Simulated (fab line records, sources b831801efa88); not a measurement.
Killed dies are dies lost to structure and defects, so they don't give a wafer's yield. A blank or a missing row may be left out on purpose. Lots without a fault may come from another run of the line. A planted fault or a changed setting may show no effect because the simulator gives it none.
A sampling plan put to the test | flow gf180mcu | one fab line, 56 faults that these records tell of, each judged on the records of the lots that it struck
The plan is the line's own looks: the steps of the route at which a gauge or an inspection reads the wafer and doesn't change it. A look can be judged if struck wafers have a number there and the file gives its usual mean and standard deviation on fault-free wafers. Caught: at a look after the fault's first step, the mean of the struck wafers lies 4 or more of those standard deviations (sigma) from the usual mean. On the tool: the same test on the tool's own readings at the fault's steps. Another recipe on the struck wafers, or a record that is blank for them alone, also counts as caught.

THE FAULTS, as the simulator had put them in
1. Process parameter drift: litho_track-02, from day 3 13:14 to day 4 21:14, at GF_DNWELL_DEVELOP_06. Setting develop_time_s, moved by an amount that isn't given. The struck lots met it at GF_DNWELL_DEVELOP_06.
2. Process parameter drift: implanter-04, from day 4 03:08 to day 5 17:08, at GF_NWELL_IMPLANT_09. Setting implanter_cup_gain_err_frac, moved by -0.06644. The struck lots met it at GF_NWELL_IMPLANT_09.
3. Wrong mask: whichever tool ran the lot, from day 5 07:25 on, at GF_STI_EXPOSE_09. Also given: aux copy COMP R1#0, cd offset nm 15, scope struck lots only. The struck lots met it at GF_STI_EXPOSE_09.
4. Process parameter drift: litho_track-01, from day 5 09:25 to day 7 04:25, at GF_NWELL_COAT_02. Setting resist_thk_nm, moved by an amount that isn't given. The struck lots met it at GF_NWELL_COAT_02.
5. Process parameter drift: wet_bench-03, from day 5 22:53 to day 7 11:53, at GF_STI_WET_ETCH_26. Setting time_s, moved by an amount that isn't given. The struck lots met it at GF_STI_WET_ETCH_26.
6. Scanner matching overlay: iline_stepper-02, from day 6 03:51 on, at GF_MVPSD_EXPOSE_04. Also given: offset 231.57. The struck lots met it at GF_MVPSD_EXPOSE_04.
7. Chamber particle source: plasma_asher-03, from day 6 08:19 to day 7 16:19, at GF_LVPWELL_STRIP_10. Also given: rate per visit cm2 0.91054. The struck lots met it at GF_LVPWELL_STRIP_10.
8. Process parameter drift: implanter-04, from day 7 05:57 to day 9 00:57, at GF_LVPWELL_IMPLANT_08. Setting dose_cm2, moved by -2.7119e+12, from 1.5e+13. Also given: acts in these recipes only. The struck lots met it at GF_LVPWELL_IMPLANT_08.
9. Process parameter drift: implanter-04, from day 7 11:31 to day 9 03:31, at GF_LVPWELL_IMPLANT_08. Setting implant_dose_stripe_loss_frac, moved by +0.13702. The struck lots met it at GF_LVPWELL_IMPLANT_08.
10. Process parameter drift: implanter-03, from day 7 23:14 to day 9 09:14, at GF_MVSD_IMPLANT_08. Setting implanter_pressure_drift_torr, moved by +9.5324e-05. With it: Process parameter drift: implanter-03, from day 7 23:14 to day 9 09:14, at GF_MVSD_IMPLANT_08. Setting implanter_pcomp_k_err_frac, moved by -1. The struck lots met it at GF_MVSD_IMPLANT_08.
11. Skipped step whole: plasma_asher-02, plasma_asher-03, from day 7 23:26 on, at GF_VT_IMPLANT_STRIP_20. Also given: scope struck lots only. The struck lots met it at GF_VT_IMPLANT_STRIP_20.
12. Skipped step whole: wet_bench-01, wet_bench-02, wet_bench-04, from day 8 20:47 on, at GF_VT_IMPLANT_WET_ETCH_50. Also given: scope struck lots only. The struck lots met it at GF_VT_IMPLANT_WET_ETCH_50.
13. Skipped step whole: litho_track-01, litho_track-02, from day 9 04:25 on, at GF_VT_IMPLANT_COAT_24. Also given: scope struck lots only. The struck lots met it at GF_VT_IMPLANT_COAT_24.
14. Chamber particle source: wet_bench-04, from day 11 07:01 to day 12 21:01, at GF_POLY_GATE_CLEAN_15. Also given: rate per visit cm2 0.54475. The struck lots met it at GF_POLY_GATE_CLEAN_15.
15. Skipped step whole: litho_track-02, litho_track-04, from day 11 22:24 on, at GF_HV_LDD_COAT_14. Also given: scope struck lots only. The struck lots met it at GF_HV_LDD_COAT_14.
16. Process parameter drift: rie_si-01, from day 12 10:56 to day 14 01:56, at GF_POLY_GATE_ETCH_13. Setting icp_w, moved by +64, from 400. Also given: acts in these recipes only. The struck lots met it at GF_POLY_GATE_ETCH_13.
17. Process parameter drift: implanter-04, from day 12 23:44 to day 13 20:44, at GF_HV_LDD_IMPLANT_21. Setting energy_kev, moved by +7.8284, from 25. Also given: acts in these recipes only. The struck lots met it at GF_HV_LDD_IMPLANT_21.
18. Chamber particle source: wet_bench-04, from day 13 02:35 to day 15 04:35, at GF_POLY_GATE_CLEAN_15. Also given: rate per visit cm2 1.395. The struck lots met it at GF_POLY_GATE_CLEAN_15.
19. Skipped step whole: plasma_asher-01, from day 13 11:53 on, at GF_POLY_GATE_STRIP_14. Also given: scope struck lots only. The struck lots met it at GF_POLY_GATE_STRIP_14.
20. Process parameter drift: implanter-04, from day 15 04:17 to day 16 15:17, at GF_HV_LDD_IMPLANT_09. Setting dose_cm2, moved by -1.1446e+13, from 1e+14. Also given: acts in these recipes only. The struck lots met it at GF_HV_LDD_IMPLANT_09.
21. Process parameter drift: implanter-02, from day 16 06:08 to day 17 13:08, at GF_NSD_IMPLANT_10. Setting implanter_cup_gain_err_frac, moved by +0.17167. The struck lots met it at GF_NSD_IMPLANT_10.
22. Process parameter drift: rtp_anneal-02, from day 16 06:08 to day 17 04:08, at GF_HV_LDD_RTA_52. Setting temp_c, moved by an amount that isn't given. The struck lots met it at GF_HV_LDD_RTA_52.
23. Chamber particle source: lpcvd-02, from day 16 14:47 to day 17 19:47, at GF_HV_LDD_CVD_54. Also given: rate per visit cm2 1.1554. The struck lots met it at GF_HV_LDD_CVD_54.
24. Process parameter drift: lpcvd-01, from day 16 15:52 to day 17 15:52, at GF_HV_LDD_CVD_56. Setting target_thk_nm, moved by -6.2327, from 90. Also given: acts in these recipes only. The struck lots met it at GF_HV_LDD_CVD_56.
25. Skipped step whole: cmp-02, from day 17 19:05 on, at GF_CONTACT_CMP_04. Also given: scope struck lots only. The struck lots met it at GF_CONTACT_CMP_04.
26. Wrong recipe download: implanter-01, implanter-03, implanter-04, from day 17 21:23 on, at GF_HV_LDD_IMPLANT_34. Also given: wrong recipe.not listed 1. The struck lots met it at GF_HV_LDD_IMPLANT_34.
27. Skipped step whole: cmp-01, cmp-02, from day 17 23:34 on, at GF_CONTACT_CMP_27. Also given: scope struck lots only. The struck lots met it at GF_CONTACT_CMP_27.
28. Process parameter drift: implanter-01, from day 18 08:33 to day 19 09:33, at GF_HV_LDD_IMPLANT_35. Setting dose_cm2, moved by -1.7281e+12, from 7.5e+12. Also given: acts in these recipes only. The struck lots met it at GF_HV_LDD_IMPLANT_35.
29. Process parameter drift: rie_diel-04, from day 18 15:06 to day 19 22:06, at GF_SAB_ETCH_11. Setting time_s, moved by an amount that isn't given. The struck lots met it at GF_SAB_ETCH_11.
30. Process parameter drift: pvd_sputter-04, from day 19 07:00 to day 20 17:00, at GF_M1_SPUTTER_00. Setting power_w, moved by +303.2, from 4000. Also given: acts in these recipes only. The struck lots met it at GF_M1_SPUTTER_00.
31. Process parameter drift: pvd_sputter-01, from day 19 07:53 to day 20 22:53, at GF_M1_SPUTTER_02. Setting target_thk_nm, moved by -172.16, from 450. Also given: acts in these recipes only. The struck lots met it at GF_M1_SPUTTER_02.
32. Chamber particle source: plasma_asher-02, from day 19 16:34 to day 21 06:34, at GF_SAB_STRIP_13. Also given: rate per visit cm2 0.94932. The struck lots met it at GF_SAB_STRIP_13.
33. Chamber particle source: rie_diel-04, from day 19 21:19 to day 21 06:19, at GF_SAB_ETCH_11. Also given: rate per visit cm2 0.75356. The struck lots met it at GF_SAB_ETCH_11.
34. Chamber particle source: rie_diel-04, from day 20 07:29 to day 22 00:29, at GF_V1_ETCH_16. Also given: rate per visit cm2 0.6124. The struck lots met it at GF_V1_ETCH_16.
35. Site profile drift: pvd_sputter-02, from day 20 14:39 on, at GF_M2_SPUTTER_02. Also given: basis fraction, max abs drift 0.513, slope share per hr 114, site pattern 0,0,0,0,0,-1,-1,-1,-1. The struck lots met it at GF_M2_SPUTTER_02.
36. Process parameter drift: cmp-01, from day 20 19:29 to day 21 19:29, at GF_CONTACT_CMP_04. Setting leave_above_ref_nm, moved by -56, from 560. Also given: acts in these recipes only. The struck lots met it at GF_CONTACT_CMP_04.
37. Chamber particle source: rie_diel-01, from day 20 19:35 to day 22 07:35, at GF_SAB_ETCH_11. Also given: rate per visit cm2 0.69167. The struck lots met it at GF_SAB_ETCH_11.
38. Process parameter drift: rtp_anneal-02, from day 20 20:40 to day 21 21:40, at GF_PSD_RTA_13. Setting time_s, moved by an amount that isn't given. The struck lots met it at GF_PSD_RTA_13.
39. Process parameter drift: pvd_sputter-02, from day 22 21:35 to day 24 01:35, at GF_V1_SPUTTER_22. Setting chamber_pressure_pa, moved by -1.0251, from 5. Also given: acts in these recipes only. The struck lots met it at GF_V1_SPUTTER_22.
40. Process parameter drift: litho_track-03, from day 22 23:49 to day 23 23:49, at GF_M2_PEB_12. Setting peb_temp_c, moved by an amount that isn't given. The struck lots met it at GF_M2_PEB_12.
41. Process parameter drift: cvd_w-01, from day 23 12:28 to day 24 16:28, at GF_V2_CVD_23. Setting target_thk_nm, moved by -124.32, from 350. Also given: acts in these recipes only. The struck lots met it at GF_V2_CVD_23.
42. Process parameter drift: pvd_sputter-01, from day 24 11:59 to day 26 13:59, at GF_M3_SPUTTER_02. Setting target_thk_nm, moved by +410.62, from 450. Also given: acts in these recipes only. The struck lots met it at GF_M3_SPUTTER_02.
43. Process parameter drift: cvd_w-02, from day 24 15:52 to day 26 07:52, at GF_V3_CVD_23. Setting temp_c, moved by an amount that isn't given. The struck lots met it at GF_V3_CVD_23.
44. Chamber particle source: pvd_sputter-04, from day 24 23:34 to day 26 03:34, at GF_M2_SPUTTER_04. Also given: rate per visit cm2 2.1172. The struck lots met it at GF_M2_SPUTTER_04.
45. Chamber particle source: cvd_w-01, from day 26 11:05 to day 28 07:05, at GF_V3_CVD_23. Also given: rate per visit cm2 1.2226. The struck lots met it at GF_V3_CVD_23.
46. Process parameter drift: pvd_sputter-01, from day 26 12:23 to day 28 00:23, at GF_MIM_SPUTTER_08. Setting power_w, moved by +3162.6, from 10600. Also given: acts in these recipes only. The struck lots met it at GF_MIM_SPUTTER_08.
47. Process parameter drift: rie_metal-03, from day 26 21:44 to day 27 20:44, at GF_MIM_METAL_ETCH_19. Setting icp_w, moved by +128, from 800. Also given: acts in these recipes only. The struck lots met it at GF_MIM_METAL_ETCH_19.
48. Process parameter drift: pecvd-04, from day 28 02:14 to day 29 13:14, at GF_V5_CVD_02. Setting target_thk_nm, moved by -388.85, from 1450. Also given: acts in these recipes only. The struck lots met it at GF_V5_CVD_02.
49. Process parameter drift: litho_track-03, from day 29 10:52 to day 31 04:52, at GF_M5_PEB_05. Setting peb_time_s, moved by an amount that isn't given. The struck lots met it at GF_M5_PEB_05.
50. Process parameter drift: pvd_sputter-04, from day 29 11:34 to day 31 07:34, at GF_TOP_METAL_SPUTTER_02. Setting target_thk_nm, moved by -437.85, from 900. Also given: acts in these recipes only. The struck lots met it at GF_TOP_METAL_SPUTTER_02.
51. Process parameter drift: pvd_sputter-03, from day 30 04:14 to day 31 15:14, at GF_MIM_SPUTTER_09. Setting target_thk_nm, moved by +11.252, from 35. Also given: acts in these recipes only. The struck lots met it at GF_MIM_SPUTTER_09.
52. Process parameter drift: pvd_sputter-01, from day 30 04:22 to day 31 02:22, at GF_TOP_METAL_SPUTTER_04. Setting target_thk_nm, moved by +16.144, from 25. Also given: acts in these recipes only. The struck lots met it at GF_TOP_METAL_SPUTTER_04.
53. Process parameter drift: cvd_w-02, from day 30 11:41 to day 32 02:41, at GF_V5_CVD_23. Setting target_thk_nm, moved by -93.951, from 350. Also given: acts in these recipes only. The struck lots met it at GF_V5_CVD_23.
54. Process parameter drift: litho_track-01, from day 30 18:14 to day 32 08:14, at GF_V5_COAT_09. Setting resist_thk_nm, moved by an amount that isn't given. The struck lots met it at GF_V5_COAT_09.
55. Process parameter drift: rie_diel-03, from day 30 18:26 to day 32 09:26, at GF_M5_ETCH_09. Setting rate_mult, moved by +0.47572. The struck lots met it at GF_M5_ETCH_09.
56. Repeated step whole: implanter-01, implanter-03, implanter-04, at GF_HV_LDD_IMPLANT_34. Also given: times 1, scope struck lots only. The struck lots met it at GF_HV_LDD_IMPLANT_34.

WHAT THE PLAN SAW
fault | on the tool itself                               | first look that catches it                      | reading, sigma                                                  | median hours from its first step to that look | hours from the fault's start to the first struck lot there | judged looks passed uncaught
1     | no reading that can be judged                    | no look after it can be judged                  | -                                                               | -                                             | -                                                          | 0
2     | beam_on_s +5.3 sigma                             | GF_VT_IMPLANT_RS_MEAS_47                        | NWELL_RS -4.1                                                   | 111.7                                         | 113                                                        | 0
3     | no reading that can be judged                    | GF_STI_CD_MEAS_12                               | cd_nm +10                                                       | 6.9                                           | 10                                                         | 0
4     | under 2 sigma                                    | not the one look that can be judged after it    | -                                                               | -                                             | -                                                          | 1
5     | run_length_s -18 sigma                           | none of the 4 looks that can be judged after it | -                                                               | -                                             | -                                                          | 4
6     | no reading that can be judged                    | GF_MVPSD_OVL_MEAS_07                            | MVPSD_OVL +99 or beyond                                         | 7.4                                           | 13                                                         | 0
7     | under 2 sigma                                    | no look after it can be judged                  | -                                                               | -                                             | -                                                          | 0
8     | dose_ions_cm2 -99 or beyond sigma                | GF_LVPWELL_TW_MEAS_11                           | LVPWELL_TW -7.6                                                 | 0.4                                           | 3                                                          | 0
9     | no reading that can be judged                    | GF_VT_IMPLANT_RS_MEAS_48                        | LVPWELL_RS +18                                                  | 109.4                                         | 111                                                        | 1
10    | end_station_pressure_torr +99 or beyond sigma    | GF_MVSD_TW_MEAS_11                              | MVSD_TW +10                                                     | 0.4                                           | 15                                                         | 0
11    | the tool's record is blank for the struck wafers | GF_VT_IMPLANT_TW_MEAS_32                        | VT_IMPLANT_3_TW -99 or beyond                                   | 16.8                                          | 18                                                         | 0
12    | the tool's record is blank for the struck wafers | no look after it can be judged                  | -                                                               | -                                             | -                                                          | 0
13    | the tool's record is blank for the struck wafers | not the one look that can be judged after it    | strongest: VT_IMPLANT_4_TW at GF_VT_IMPLANT_TW_MEAS_43, +2.7    | -                                             | -                                                          | 1
14    | no reading that can be judged                    | not the one look that can be judged after it    | -                                                               | -                                             | -                                                          | 1
15    | the tool's record is blank for the struck wafers | GF_HV_LDD_TW_MEAS_38                            | HV_LDD_3_TW +21                                                 | 30.7                                          | 33                                                         | 0
16    | rf_fwd_power_W +46 sigma                         | no look after it can be judged                  | -                                                               | -                                             | -                                                          | 0
17    | beam_energy_keV +99 or beyond sigma              | GF_HV_LDD_TW_MEAS_23                            | HV_LDD_2_TW +16                                                 | 0.2                                           | 8                                                          | 0
18    | no reading that can be judged                    | none of the 2 looks that can be judged after it | -                                                               | -                                             | -                                                          | 2
19    | the tool's record is blank for the struck wafers | not the one look that can be judged after it    | -                                                               | -                                             | -                                                          | 1
20    | dose_ions_cm2 -99 or beyond sigma                | GF_HV_LDD_TW_MEAS_11                            | HV_LDD_TW -6.9                                                  | 0.3                                           | 7                                                          | 0
21    | faraday_current_uA +9.2 sigma                    | GF_PSD_RS_MEAS_14                               | NSD_RS +9.7                                                     | 23.4                                          | 26                                                         | 0
22    | wafer_temp_C_max -99 or beyond sigma             | GF_HV_LDD_RS_MEAS_53                            | HV_LDD_RS -4.8                                                  | 0.1                                           | 4                                                          | 0
23    | under 2 sigma                                    | not the one look that can be judged after it    | -                                                               | -                                             | -                                                          | 1
24    | no reading that can be judged                    | GF_HV_LDD_THK_MEAS_57                           | HV_LDD_CVD_56_THK -7.3                                          | 1.4                                           | 6                                                          | 0
25    | the tool's record is blank for the struck wafers | not the one look that can be judged after it    | -                                                               | -                                             | -                                                          | 1
26    | no reading that can be judged                    | GF_HV_LDD_TW_MEAS_38                            | HV_LDD_3_TW +21                                                 | 0.5                                           | 3                                                          | 0
27    | the tool's record is blank for the struck wafers | no look after it can be judged                  | -                                                               | -                                             | -                                                          | 0
28    | dose_ions_cm2 -99 or beyond sigma                | GF_HV_LDD_RS_MEAS_53                            | HV_LDD_RS +5.6                                                  | 25.5                                          | 34                                                         | 1
29    | under 2 sigma                                    | no look after it can be judged                  | -                                                               | -                                             | -                                                          | 0
30    | cathode_dc_power_W +99 or beyond sigma           | no look after it can be judged                  | -                                                               | -                                             | -                                                          | 0
31    | under 2 sigma                                    | GF_M1_RS_MEAS_05                                | M1_ALCU_RS +68                                                  | 0.1                                           | 4                                                          | 0
32    | under 2 sigma                                    | not the one look that can be judged after it    | -                                                               | -                                             | -                                                          | 1
33    | under 2 sigma                                    | not the one look that can be judged after it    | -                                                               | -                                             | -                                                          | 1
34    | under 2 sigma                                    | no look after it can be judged                  | -                                                               | -                                             | -                                                          | 0
35    | under 2 sigma                                    | GF_M2_RS_MEAS_05                                | M2_ALCU_RS +43                                                  | 0.1                                           | 3                                                          | 0
36    | only faintly: time_to_endpoint_s +3.8 sigma      | not the one look that can be judged after it    | -                                                               | -                                             | -                                                          | 1
37    | under 2 sigma                                    | no look after it can be judged                  | -                                                               | -                                             | -                                                          | 0
38    | run_length_s +90 sigma                           | GF_PSD_RS_MEAS_14                               | NSD_RS -62                                                      | 0.1                                           | 3                                                          | 0
39    | chamber_pressure_pa -99 or beyond sigma          | no look after it can be judged                  | -                                                               | -                                             | -                                                          | 0
40    | heater_power_total_W -93 sigma                   | GF_M2_CD_MEAS_14                                | cd_nm +30                                                       | 0.4                                           | 11                                                         | 0
41    | under 2 sigma                                    | GF_V2_RS_MEAS_24                                | V2_W_RS +38                                                     | 0.1                                           | 3                                                          | 0
42    | under 2 sigma                                    | GF_M3_RS_MEAS_05                                | M3_ALCU_RS -43                                                  | 0.1                                           | 6                                                          | 0
43    | susceptor_temp_C -54 sigma                       | GF_V3_RS_MEAS_24                                | V3_W_RS +20                                                     | 0.1                                           | 4                                                          | 0
44    | under 2 sigma                                    | none of the 3 looks that can be judged after it | -                                                               | -                                             | -                                                          | 3
45    | under 2 sigma                                    | no look after it can be judged                  | -                                                               | -                                             | -                                                          | 0
46    | cathode_dc_power_W +99 or beyond sigma           | GF_MIM_RS_MEAS_10                               | MIM_ALCU_RS -22                                                 | 0.1                                           | 6                                                          | 0
47    | rf_fwd_power_W +39 sigma                         | no look after it can be judged                  | -                                                               | -                                             | -                                                          | 0
48    | under 2 sigma                                    | GF_V5_THK_MEAS_03                               | V5_CVD_02_THK -19                                               | 0.1                                           | 9                                                          | 0
49    | no reading that can be judged                    | none of the 2 looks that can be judged after it | strongest: cd_nm at GF_M5_CD_MEAS_07, -3.5                      | -                                             | -                                                          | 2
50    | under 2 sigma                                    | GF_TOP_METAL_RS_MEAS_05                         | TOP_METAL_ALCU_RS +89                                           | 0.1                                           | 14                                                         | 0
51    | under 2 sigma                                    | not the one look that can be judged after it    | -                                                               | -                                             | -                                                          | 1
52    | under 2 sigma                                    | not the one look that can be judged after it    | strongest: TOP_METAL_ALCU_THK at GF_TOP_METAL_THK_MEAS_06, -3.5 | -                                             | -                                                          | 1
53    | under 2 sigma                                    | GF_V5_RS_MEAS_24                                | V5_W_RS +33                                                     | 0.1                                           | 11                                                         | 0
54    | no reading that can be judged                    | not the one look that can be judged after it    | -                                                               | -                                             | -                                                          | 1
55    | oes_product_au +27 sigma                         | no look after it can be judged                  | -                                                               | -                                             | -                                                          | 0
56    | under 2 sigma                                    | GF_HV_LDD_TW_MEAS_38                            | HV_LDD_3_TW +14                                                 | 0.8                                           | -                                                          | 0
A dash: the fault isn't caught, or these records don't give the number.

Caught at a look: 27 of 56. Caught on the tool: 25 of 56. By one or the other: 38 of 56.
Caught on the tool alone: faults 5, 12, 13, 16, 19, 25, 27, 30, 39, 47, 55.
Caught at a look alone: faults 3, 6, 9, 24, 26, 31, 35, 41, 42, 48, 50, 53, 56.
Caught by neither: faults 1, 4, 7, 14, 18, 23, 29, 32, 33, 34, 36, 37, 44, 45, 49, 51, 52, 54.

THINNER SAMPLING
If the look that catches a fault measured only every second or every third lot, by lot number, the first struck lot would be measured this late in the worst case:
fault | struck lots at that look, in order of time | every lot | every second lot | every third lot
2     | L808, L815                                 | 113 h     | 153 h            | may miss all 2
3     | L704                                       | 10 h      | may miss it      | may miss it
6     | L223, L227                                 | 13 h      | may miss all 2   | may miss all 2
8     | L509, L510                                 | 3 h       | 9 h              | may miss all 2
9     | L534, L537                                 | 111 h     | 132 h            | may miss all 2
10    | L625, L627                                 | 15 h      | may miss all 2   | may miss all 2
11    | L852, L853                                 | 18 h      | 28 h             | may miss all 2
15    | L451, L452, L453                           | 33 h      | 38 h             | 42 h
17    | L856, L857                                 | 8 h       | 14 h             | may miss all 2
20    | L856, L858                                 | 7 h       | may miss all 2   | may miss all 2
21    | L585, L586                                 | 26 h      | 40 h             | may miss all 2
22    | L977, L978, L979                           | 4 h       | 13 h             | 19 h
24    | L733, L735                                 | 6 h       | may miss all 2   | may miss all 2
26    | L604, L605                                 | 3 h       | 20 h             | may miss all 2
28    | L221, L223                                 | 34 h      | may miss all 2   | may miss all 2
31    | L901, L904                                 | 4 h       | 32 h             | may miss all 2
35    | L317, L318                                 | 3 h       | 18 h             | may miss all 2
38    | L574, L575                                 | 3 h       | 8 h              | may miss all 2
40    | L226, L227                                 | 11 h      | 17 h             | may miss all 2
41    | L244, L245                                 | 3 h       | 17 h             | may miss all 2
42    | L106, L110                                 | 6 h       | may miss all 2   | may miss all 2
43    | L136, L137                                 | 4 h       | 16 h             | may miss all 2
46    | L203, L204                                 | 6 h       | 17 h             | may miss all 2
48    | L817, L818                                 | 9 h       | 20 h             | may miss all 2
50    | L466, L468                                 | 14 h      | may miss all 2   | may miss all 2
53    | L514, L515                                 | 11 h      | 18 h             | may miss all 2
Hours are from the fault's start to the first struck lot that is measured. The limit of 4 sigma was tested on all struck wafers together, so one lot alone may lie under it. Other struck lots may not be in these records.

THE LONGEST TIMED WAY FROM STEP TO LOOK
Fault 2: a median of 111.7 hours passes between GF_NWELL_IMPLANT_09 and GF_VT_IMPLANT_RS_MEAS_47. No look between them can be judged.
